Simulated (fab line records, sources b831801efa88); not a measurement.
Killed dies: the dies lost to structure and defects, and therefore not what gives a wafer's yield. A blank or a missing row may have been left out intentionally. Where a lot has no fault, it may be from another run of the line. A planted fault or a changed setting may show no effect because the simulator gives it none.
Which of the tools did it? | flow sky130 | 6 lots, 18 wafers sampled, at 1 step of a route of 708

## WHAT EACH GAUGE READ, for each wafer
SKY_FIELD_ISO_BOW_MEAS_00.
lot  | measured    | on            | INCOMING_BOW (um)
L174 | day 1 15:01 | film-metro-04 | 5 3 5
L179 | day 2 16:00 | film-metro-03 | 5 -4 -12
L186 | day 4 03:01 | film-metro-01 | -10 5 -6
L189 | day 4 18:00 | film-metro-04 | 6 -2 5
L192 | day 5 09:02 | film-metro-01 | -7 -6 1
L194 | day 5 19:00 | film-metro-03 | 5 8 -3

## TOOL THAT RAN EACH LOT (tool first, then ch and the chambers of the sampled wafers, then the start)
The record holds no process step before these readings.

## THE ANSWER, worked out from the rows above alone
Rule: the usual values come from the lots themselves. Put in order of their means at a reading, lots are off if they are a third of the lots or fewer, leave a main group of 4 or more, and stand apart from it by a gap of 3 or more times the standard deviation of the main group's means; of several such gaps the widest counts. Not used: any main group whose means are identical at the precision the tables above print for the reading. Also off: a lot with no number at a reading for which 4 or more lots have one. All remaining lots with rows at the step are treated as sound.
Nothing can be told from this: no lot is off at any reading shown.

## WHAT HAD BEEN PUT IN BY THE SIMULATOR
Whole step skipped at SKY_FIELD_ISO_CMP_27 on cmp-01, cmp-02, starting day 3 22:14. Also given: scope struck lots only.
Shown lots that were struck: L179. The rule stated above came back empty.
